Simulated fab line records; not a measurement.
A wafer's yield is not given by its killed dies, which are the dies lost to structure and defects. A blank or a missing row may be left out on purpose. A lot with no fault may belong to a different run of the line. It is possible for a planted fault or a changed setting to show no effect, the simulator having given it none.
Which tool is to blame? | flow gf180mcu | 21 wafers from 7 lots sampled at 2 of the route's 602 steps

WHAT THE GAUGES SHOWED, per wafer
GF_TOP_METAL_OVL_MEAS_15.
lot  | measured     | on         | TOP_METAL_OVL (nm)
L623 | day 28 08:53 | overlay-01 | -0.2 1.0 -1.5
L625 | day 29 00:24 | overlay-01 | 2.9 2.9 1.0
L633 | day 31 15:34 | overlay-01 | 0.3 1.9 -0.5
L635 | day 32 05:08 | overlay-02 | 0.4 2.2 -0.4
L638 | day 33 02:45 | overlay-02 | 0.0 0.5 0.2
L640 | day 33 11:36 | overlay-01 | 1.7 -0.9 0.9
L645 | day 34 09:20 | overlay-02 | -1.2 -2.5 -2.7

WHICH TOOL RAN EACH LOT (tool, then ch and the chambers of the sampled wafers, then the start)
lot  | GF_CONTACT_SPUTTER_23
L623 | pvdSputter-02, day 16 08:17
L625 | pvdSputter-04, day 17 04:22
L633 | pvdSputter-04, day 20 12:16
L635 | pvdSputter-02, day 21 09:24
L638 | pvdSputter-02, day 22 11:59
L640 | pvdSputter-02, day 22 22:29
L645 | pvdSputter-02, day 24 10:21
- GF_CONTACT_SPUTTER_23: material TiN, target thk 10 nm, time 40 s.

THE ANSWER, worked out from the rows above alone
Rule: the usual values come from the lots themselves. Put in order of their means at a reading, lots are off if they are a third of the lots or fewer, leave a main group of 4 or more, and stand apart from it by a gap of 3 or more times the standard deviation of the main group's means; of several such gaps the widest counts. The tables above print the reading to a certain number of digits; a main group whose means all agree to those digits is not used. Also off: a lot with no number at a reading for which 4 or more lots have one. Where the step has rows for the other lots, those lots are counted as sound.
No lot is off on any of the readings shown, so nothing can be concluded from this.

WHAT THE SIMULATOR HAD PUT IN
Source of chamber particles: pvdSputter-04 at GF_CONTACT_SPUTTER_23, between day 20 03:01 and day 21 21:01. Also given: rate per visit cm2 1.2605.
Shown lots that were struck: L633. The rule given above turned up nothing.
